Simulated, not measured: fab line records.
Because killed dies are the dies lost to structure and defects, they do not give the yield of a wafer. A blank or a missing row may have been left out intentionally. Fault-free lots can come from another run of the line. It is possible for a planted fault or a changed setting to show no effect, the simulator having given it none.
fab line records	flow gf180mcu
record lots=10	wafers=30	lastDay=35
route steps=602 shown V4@481 MIM@506 V5@563
lots with no fault: from the same line, run without faults
startH: hours from the record's first day to the start of the lot's first wafer shown	waitH: hours from the lot's prior step to this one	" the same as in the row above	L1.1+2: several wafers, shown together as one row	- no value, or no start was given	* or withheld: withheld	< > ~ a bound
route shown NAME@n: NAME is a module with steps in the file, n the number in the route of the first one	usual: the fault-free wafers' mean and standard deviation	same: alike in all rows	chamber/n: place in a boat	sites: readings site by site	_std_site: the values' standard deviation	_edge_site: the outer-site mean with the inner-site mean subtracted	radiusMm: for every site, how far away it sits from the centre of the wafer	mask NAME#n: copy n	behind: the tool/chamber that last shaped the wafer	hold: what put the lot on hold/how long, in hours/how the hold closed	device: transistor that didn't switch, given as n, p or np	end of line: the same wafers' tests at the end of the route	a step given without rows: its recipe and nothing more	killed: not the wafer's yield, but the dies lost to structure and defects at the first sort	map: dies across one wafer; x = killed, . = not, _ = none there
set.NAME: the run value of the setting; set.NAME@STEP: its run value at that earlier step	model.NAME: the simulator's own value behind a step, which no gauge read
route steps across a sampled set of lots; one table per step, one row per wafer
services: when a tool's chamber went out of use (startH, in hours from the record's first day, below 0 if earlier), for how many hours, and the reason
## steps
# step GF_V4_BOW_MEAS_05
# recipe mode=bow
# usual V4_BOW=134/7.1
lot.wafer	tool	chamber	startH	waitH	V4_BOW[um]
L337.2	filmMetro-04	-	568.91	0.1	142
L337.3	"	-	"	"	138
L337.5	"	-	"	"	133
L338.2	filmMetro-04	-	570.90	0.3	123
L338.4	"	-	"	"	131
L338.5	"	-	"	"	122
L339.2	filmMetro-01	-	580.86	0.2	134
L339.4	"	-	"	"	132
L339.5	"	-	"	"	130
L343.1	filmMetro-01	-	622.22	0.2	132
L343.2	"	-	"	"	125
L343.6	"	-	"	"	137
L345.1	filmMetro-01	-	630.48	0.2	134
L345.4	"	-	"	"	117
L345.6	"	-	"	"	118
L348.2	filmMetro-02	-	647.48	0.3	135
L348.4	"	-	"	"	136
L348.5	"	-	"	"	135
L356.1	filmMetro-04	-	706.13	0.1	126
L356.2	"	-	"	"	142
L356.3	"	-	"	"	150
L357.2	filmMetro-02	-	717.46	0.2	127
L357.4	"	-	"	"	130
L357.6	"	-	"	"	131
L358.1	filmMetro-01	-	720.00	0.1	135
L358.4	"	-	"	"	144
L358.6	"	-	"	"	143
L359.4	filmMetro-01	-	726.13	0.2	138
L359.5	"	-	"	"	137
L359.6	"	-	"	"	142
# step GF_V4_STRIP_18
# recipe chemistry=O2/N2	powerW=1400	pressureMtorr=1500	platenTempC=250	o2FlowSccm=3000	n2FlowSccm=300	overashFraction=0.5
# usual drypumpMotorCurrentA=5.74/0.094	heaterPowerW=330/27	o2FlowSccm=3000/8.8	oesProductAu=0.593/0.0047
lot.wafer	tool	chamber	startH	waitH	drypumpMotorCurrentA	heaterPowerW	o2FlowSccm	oesProductAu	rfHoursCounterH
L337.2	plasmaAsher-04	0	590.60	-	6.05	335	3003	0.590	81
L337.3	"	1	"	"	5.84	393	3001	0.595	-
L337.5	"	0	"	"	6.00	351	3016	0.593	-
L338.2	plasmaAsher-03	0	592.53	-	5.61	277	3010	0.595	101
L338.4	"	0	"	"	5.59	280	3012	0.598	-
L338.5	"	1	"	"	5.74	288	3015	0.595	-
L339.2	plasmaAsher-03	1	602.65	-	5.70	299	2997	0.600	102
L339.4	"	0	"	"	5.60	280	2987	0.593	-
L339.5	"	1	"	"	5.67	300	2998	0.597	-
L343.1	plasmaAsher-02	0	643.35	-	5.75	333	3006	0.595	52
L343.2	"	1	"	"	5.76	335	2994	0.594	52
L343.6	"	0	"	"	5.72	336	3003	0.604	-
L345.1	plasmaAsher-02	1	651.96	-	5.73	345	2998	0.592	53
L345.4	"	0	"	"	5.74	330	3014	0.592	-
L345.6	"	1	"	"	5.75	347	3010	0.598	-
L348.2	plasmaAsher-04	1	667.53	-	5.81	372	2993	0.595	89
L348.4	"	1	"	"	5.83	386	2981	0.596	-
L348.5	"	1	"	"	5.84	382	2992	0.597	-
L356.1	plasmaAsher-02	1	724.81	-	5.75	344	2981	0.590	60
L356.2	"	0	"	"	5.75	339	2994	0.586	60
L356.3	"	0	"	"	5.76	341	2996	0.587	-
L357.2	plasmaAsher-02	1	736.19	-	5.75	349	3002	0.595	62
L357.4	"	0	"	"	5.74	335	3012	0.591	-
L357.6	"	1	"	"	5.75	344	3001	0.588	-
L358.1	plasmaAsher-02	0	738.86	-	5.73	338	3014	0.588	62
L358.4	"	1	"	"	5.74	343	3002	0.594	-
L358.6	"	1	"	"	5.73	341	2994	0.591	-
L359.4	plasmaAsher-02	0	744.22	-	5.76	334	3005	0.588	-
L359.5	"	0	"	"	5.76	334	2986	0.589	-
L359.6	"	1	"	"	5.77	348	3005	0.593	-
# step GF_MIM_SPUTTER_03
# recipe material=Ti	targetThkNm=10	substrateTempC=300	chamberPressurePa=0.3	powerW=3000	timeS=6.7
# usual chamberPressurePa=0.2999/0.00065	throttleValvePct=29.8/1
lot.wafer	tool	chamber	startH	waitH	chamberPressurePa	throttleValvePct
L337.2	pvdSputter-04	-	591.98	0.0	0.2996	30.7
L337.3	"	-	"	"	0.3000	29.4
L337.5	"	-	"	"	0.3003	30.6
L338.2	pvdSputter-04	-	593.93	0.0	0.3016	30.7
L338.4	"	-	"	"	0.3007	28.2
L338.5	"	-	"	"	0.3007	30.0
L339.2	pvdSputter-03	-	604.04	0.0	0.2996	29.4
L339.4	"	-	"	"	0.3002	28.6
L339.5	"	-	"	"	0.2991	28.4
L343.1	pvdSputter-01	-	644.77	0.0	0.2998	31.5
L343.2	"	-	"	"	0.2998	30.5
L343.6	"	-	"	"	0.2996	31.4
L345.1	pvdSputter-04	-	653.68	0.0	0.3000	30.1
L345.4	"	-	"	"	0.3001	28.6
L345.6	"	-	"	"	0.2983	28.1
L348.2	pvdSputter-01	-	668.92	0.0	0.2991	31.5
L348.4	"	-	"	"	0.3010	30.8
L348.5	"	-	"	"	0.3007	30.6
L356.1	pvdSputter-01	-	726.26	0.0	0.2985	31.5
L356.2	"	-	"	"	0.3002	30.4
L356.3	"	-	"	"	0.3002	31.7
L357.2	pvdSputter-03	-	737.58	0.0	0.3011	28.9
L357.4	"	-	"	"	0.2999	28.7
L357.6	"	-	"	"	0.3000	28.8
L358.1	pvdSputter-01	-	740.26	0.0	0.2993	31.5
L358.4	"	-	"	"	0.3012	31.2
L358.6	"	-	"	"	0.3000	31.3
L359.4	pvdSputter-04	-	745.59	0.0	0.3004	28.2
L359.5	"	-	"	"	0.3002	28.3
L359.6	"	-	"	"	0.2995	30.2
# step GF_V5_CVD_23
# recipe material=W	targetThkNm=350	timeS=104.9	tempC=400	pressureTorr=40
# usual heaterPowerW=819/110	susceptorTempC=399.97/0.22
lot.wafer	tool	chamber	startH	waitH	heaterPowerW	susceptorTempC
L337.2	cvdW-02	1	658.78	0.0	854	400.13
L337.3	"	1	"	"	865	399.99
L337.5	"	1	"	"	850	399.90
L338.2	cvdW-02	0	659.95	0.0	727	399.61
L338.4	"	1	"	"	847	400.32
L338.5	"	0	"	"	732	400.06
L339.2	cvdW-01	1	669.15	0.0	973	400.26
L339.4	"	1	"	"	979	400.43
L339.5	"	1	"	"	969	400.08
L343.1	cvdW-01	0	706.38	0.0	706	399.87
L343.2	"	1	"	"	988	400.03
L343.6	"	0	"	"	708	399.97
L345.1	cvdW-01	0	714.68	0.0	713	399.83
L345.4	"	1	"	"	986	399.34
L345.6	"	0	"	"	713	400.00
L348.2	cvdW-02	1	729.12	0.0	844	400.10
L348.4	"	1	"	"	838	400.05
L348.5	"	0	"	"	713	400.15
L356.1	cvdW-01	0	780.87	0.0	711	399.64
L356.2	"	1	"	"	974	400.00
L356.3	"	1	"	"	982	399.90
L357.2	cvdW-02	0	791.04	0.0	740	399.77
L357.4	"	0	"	"	715	399.90
L357.6	"	0	"	"	716	399.87
L358.1	cvdW-01	0	793.37	0.0	716	400.10
L358.4	"	1	"	"	993	400.03
L358.6	"	1	"	"	967	400.13
L359.4	cvdW-01	1	797.76	0.1	971	399.91
L359.5	"	0	"	"	732	400.05
L359.6	"	1	"	"	979	399.81
# step GF_V5_RS_MEAS_24
# recipe thkMeasGauge=four-point-probe	reads=W_of_V5_CVD_23+TiN_of_V5_SPUTTER_22+Ti_of_V5_SPUTTER_21
# usual V5_W_RS=0.329/0.0053
lot.wafer	tool	chamber	startH	waitH	V5_W_RS[ohm/sq]
L337.2	filmMetro-02	-	658.94	0.1	0.332
L337.3	"	-	"	"	0.330
L337.5	"	-	"	"	0.331
L338.2	filmMetro-02	-	660.09	0.1	0.335
L338.4	"	-	"	"	0.330
L338.5	"	-	"	"	0.336
L339.2	filmMetro-02	-	669.29	0.1	0.321
L339.4	"	-	"	"	0.325
L339.5	"	-	"	"	0.325
L343.1	filmMetro-03	-	706.49	0.1	0.323
L343.2	"	-	"	"	0.323
L343.6	"	-	"	"	0.194
L345.1	filmMetro-02	-	714.79	0.1	0.328
L345.4	"	-	"	"	0.195
L345.6	"	-	"	"	0.195
L348.2	filmMetro-03	-	729.25	0.1	0.330
L348.4	"	-	"	"	0.334
L348.5	"	-	"	"	0.331
L356.1	filmMetro-03	-	780.99	0.1	0.327
L356.2	"	-	"	"	0.332
L356.3	"	-	"	"	0.333
L357.2	filmMetro-01	-	791.20	0.1	0.328
L357.4	"	-	"	"	0.331
L357.6	"	-	"	"	0.330
L358.1	filmMetro-02	-	793.48	0.1	0.328
L358.4	"	-	"	"	0.330
L358.6	"	-	"	"	0.335
L359.4	filmMetro-03	-	797.89	0.1	0.329
L359.5	"	-	"	"	0.326
L359.6	"	-	"	"	0.332
# step GF_V5_THK_MEAS_25
# recipe thkMeasGauge=xrf	reads=W_of_V5_CVD_23
# usual V5_W_THK=369/7.2
lot.wafer	tool	chamber	startH	waitH	V5_W_THK[nm]
L337.2	filmMetro-02	-	659.05	0.1	370
L337.3	"	-	"	"	372
L337.5	"	-	"	"	371
L338.2	filmMetro-02	-	660.20	0.1	365
L338.4	"	-	"	"	371
L338.5	"	-	"	"	364
L339.2	filmMetro-02	-	669.40	0.1	385
L339.4	"	-	"	"	380
L339.5	"	-	"	"	378
L343.1	filmMetro-03	-	706.61	0.1	368
L343.2	"	-	"	"	370
L343.6	"	-	"	"	-
L345.1	filmMetro-02	-	714.91	0.1	375
L345.4	"	-	"	"	-
L345.6	"	-	"	"	-
L348.2	filmMetro-03	-	729.36	0.1	366
L348.4	"	-	"	"	362
L348.5	"	-	"	"	363
L356.1	filmMetro-03	-	781.11	0.1	371
L356.2	"	-	"	"	366
L356.3	"	-	"	"	364
L357.2	filmMetro-01	-	791.31	0.1	374
L357.4	"	-	"	"	366
L357.6	"	-	"	"	371
L358.1	filmMetro-02	-	793.60	0.1	368
L358.4	"	-	"	"	367
L358.6	"	-	"	"	361
L359.4	filmMetro-03	-	797.98	0.1	365
L359.5	"	-	"	"	369
L359.6	"	-	"	"	363
# step GF_V5_CMP_26
# recipe stopOn=SiO2	downForcePsi=3.5	platenRpm=60	tOverpolishS=15	targetThkNm=0	padVelocityMS=0.94248
# usual motorCurrentA=11.2/1.6	platenRpm=60.00/0.044	timeToEndpointS=87/4.8
lot.wafer	tool	chamber	startH	waitH	motorCurrentA	platenRpm	timeToEndpointS
L337.3	cmp-02	3	659.27	0.2	13.5	60.01	96
L337.2	"	0	"	"	11.9	59.90	86
L337.5	"	3	"	"	12.8	59.94	93
L338.4	cmp-02	1	660.30	0.1	11.8	59.94	85
L338.2	"	2	"	"	8.8	60.05	84
L338.5	"	1	"	"	11.0	59.99	84
L339.4	cmp-01	3	669.58	0.2	9.5	60.01	80
L339.2	"	0	"	"	9.8	60.05	80
L339.5	"	1	"	"	11.1	59.97	81
L343.1	cmp-02	3	706.67	0.1	13.3	60.02	95
L343.2	"	0	"	"	12.3	60.01	91
L343.6	"	0	"	"	12.2	60.08	148
L345.1	cmp-01	2	715.02	0.1	13.6	59.89	85
L345.4	"	0	"	"	9.5	60.03	143
L345.6	"	2	"	"	13.0	60.06	147
L348.4	cmp-01	0	729.51	0.1	9.2	60.05	86
L348.2	"	1	"	"	11.4	59.98	86
L348.5	"	2	"	"	13.1	59.98	87
L356.3	cmp-02	3	781.22	0.1	13.3	60.02	97
L356.2	"	0	"	"	11.8	60.07	93
L356.1	"	1	"	"	10.9	59.94	91
L357.4	cmp-01	2	791.36	0.0	13.8	59.98	87
L357.2	"	0	"	"	9.3	60.02	88
L357.6	"	2	"	"	13.7	60.02	89
L358.1	cmp-01	0	793.66	0.1	9.3	60.03	83
L358.4	"	2	"	"	13.7	60.01	83
L358.6	"	0	"	"	8.9	59.97	88
L359.4	cmp-01	1	798.01	0.0	11.4	60.03	83
L359.6	"	1	"	"	11.4	60.01	81
L359.5	"	2	"	"	13.6	60.05	88
## services
tool	chamber	startH	hours	kind
cmp-02	-	572.17	4.0	pm
cvdW-02	-	594.73	0.4	repair
cmp-02	-	610.01	0.2	repair
cmp-01	-	621.00	0.9	repair
cvdW-01	-	634.23	2.8	pm
cmp-02	-	641.22	12.4	pm
plasmaAsher-03	-	643.29	2.1	repair
cmp-02	-	668.84	3.5	pm
cmp-01	-	672.35	6.1	pm
pvdSputter-01	-	676.21	3.9	repair
pvdSputter-01	-	677.27	1.2	repair
pvdSputter-03	-	686.44	1.1	repair
cmp-02	-	700.25	1.0	repair
plasmaAsher-02	-	701.73	2.2	repair
cvdW-01	-	704.17	1.2	repair
cmp-01	-	708.18	0.3	repair
cmp-01	-	709.09	0.5	repair
plasmaAsher-03	-	733.79	9.0	pm
cmp-01	-	734.83	1.0	repair
cmp-01	-	738.19	1.2	repair
pvdSputter-04	-	749.27	1.8	repair
cmp-01	-	750.17	0.5	repair
cmp-01	-	751.47	4.0	pm
cmp-02	-	765.79	0.2	repair
## key
firstSign step=GF_V5_RS_MEAS_24	reading=V5_W_RS	direction=down	sigmas=25	usual=0.329	struck=0.195
effect step=GF_V5_THK_MEAS_25	reading=V5_W_THK	direction=missing
effect step=GF_V5_CMP_26	reading=timeToEndpointS	direction=up	sigmas=12	usual=*	struck=*
metAt GF_V5_CVD_23
struckLots L343,L345
struckWafers L343.6,L345.4,L345.6
notActingAt GF_V4_BOW_MEAS_05,GF_V4_STRIP_18,GF_MIM_SPUTTER_03
onsetBetween 669.15 706.38
fault kind=processParameterDrift	tool=cvdW-01	chamber=-	onsetH=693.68	steps=GF_V5_CVD_23	channel=targetThkNm	offset=237.65	shape=step	endH=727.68	scope=struckWafersOnly	actsIn=theseRecipesOnly	stated=350
